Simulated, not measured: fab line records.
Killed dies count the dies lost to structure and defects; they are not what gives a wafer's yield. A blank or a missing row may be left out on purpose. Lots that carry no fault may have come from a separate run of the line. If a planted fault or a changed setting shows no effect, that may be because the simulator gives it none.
Tool commonality check	flow sky130	Lots sampled 14, wafers sampled 42

## THE REASON FOR OPENING IT
SKY_LDD_LDN_OVL_MEAS_07, reading LDD_LDN_OVL: flagged on 2 of 14 lots. No-fault wafers: -1.9 nm, standard deviation 1.2.
Rule: a lot is flagged in two cases, either no wafer of it has a number, or all its wafers with numbers fall more than 4 standard deviations from that mean. As for the other lots, they are considered sound.

lot	measured	on	LDD_LDN_OVL (nm), wafer by wafer	flag
L821	day 23 04:41	overlay-02	-2.5 -2.9 -2.3	
L823	day 23 20:26	overlay-02	-1.8 -1.7 -2.5	
L822	day 23 21:40	overlay-02	-1.4 0.3 -1.0	
L824	day 24 02:56	overlay-02	-1.9 -2.4 -0.3	
L825	day 24 07:52	overlay-02	-2.4 -1.8 -1.8	
L826	day 25 04:32	overlay-02	-2.4 -1.5 0.9	
L827	day 25 10:26	overlay-01	-0.5 -0.9 -3.7	
L833	day 27 20:01	overlay-02	-2.2 -0.4 -3.0	
L834	day 27 21:14	overlay-02	-2.1 -1.1 -0.5	
L835	day 28 02:43	overlay-02	191.8 191.0 191.5	FLAGGED
L836	day 28 12:14	overlay-02	194.2 192.2 189.2	FLAGGED
L837	day 28 15:49	overlay-01	-2.9 -4.2 -2.8	
L841	day 30 01:25	overlay-01	-2.5 -2.5 -2.6	
L842	day 30 10:53	overlay-02	-4.0 -2.5 -1.7	
The numbers of the flagged lots are 191.7 nm on average: +193.6 nm against the usual, or +99 or more standard deviations.

## EACH LOT AND THE TOOL IT RAN ON
The record keeps 1 process step preceding the reading, out of 708 steps on the route. Each cell gives the tool, then ch followed by the chambers the sampled wafers passed through, then the start.
lot	flag	SKY_LDD_LDN_EXPOSE_04
L821		iline-stepper-01 ch 0, day 22 14:07
L823		iline-stepper-01 ch 0, day 23 05:34
L822		iline-stepper-01 ch 0, day 23 06:42
L824		iline-stepper-02 ch 0, day 23 11:57
L825		iline-stepper-02 ch 0, day 23 17:06
L826		iline-stepper-02 ch 0, day 24 14:58
L827		iline-stepper-02 ch 0, day 24 21:14
L833		iline-stepper-02 ch 0, day 27 05:50
L834		iline-stepper-01 ch 0, day 27 07:44
L835	FLAGGED	iline-stepper-01 ch 0, day 27 13:04
L836	FLAGGED	iline-stepper-01 ch 0, day 27 22:31
L837		iline-stepper-02 ch 0, day 28 01:58
L841		iline-stepper-02 ch 0, day 29 11:39
L842		iline-stepper-02 ch 0, day 29 21:29
What these steps do:
- SKY_LDD_LDN_EXPOSE_04: exposes mask LDNTM, target cd 700 nm.
- SKY_LDD_LDN_OVL_MEAS_07

## FLAGGED AGAINST TOTAL, ONE TOOL AT A TIME (gauges that did the reading follow at the end)
step	tool	lots run	flagged	share of the flagged lots	sound lots run after its first flagged lot
SKY_LDD_LDN_EXPOSE_04	iline-stepper-01	6	2	all	0
SKY_LDD_LDN_EXPOSE_04	iline-stepper-02	8	0	none	-
SKY_LDD_LDN_OVL_MEAS_07	overlay-01	3	0	none	-
SKY_LDD_LDN_OVL_MEAS_07	overlay-02	11	2	all	1 (L842)

## WHAT THE TABLE PERMITS
Rows of the table that ran all the flagged lots, 2 in number: iline-stepper-01 at SKY_LDD_LDN_EXPOSE_04; overlay-02 at SKY_LDD_LDN_OVL_MEAS_07.
- iline-stepper-01 at SKY_LDD_LDN_EXPOSE_04 ran 6 lots, 2 of them flagged. Last sound lot L834 at day 27 07:44, first flagged lot L835 at day 27 13:04; a fault beginning in between fits.
- overlay-02 at SKY_LDD_LDN_OVL_MEAS_07 ran 11 lots, 2 of them flagged. Sound lots followed the first flagged one (L842) on it, something a lasting fault affecting the whole tool could not allow.
One tool is left: iline-stepper-01 at SKY_LDD_LDN_EXPOSE_04.

## WHAT THE SIMULATOR PUT IN
Scanner matching overlay: iline-stepper-01, from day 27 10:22 on, at SKY_LDD_LDN_EXPOSE_04. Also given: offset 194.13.
Shown lots that were struck: L835, L836. This agrees with what the rule above found.
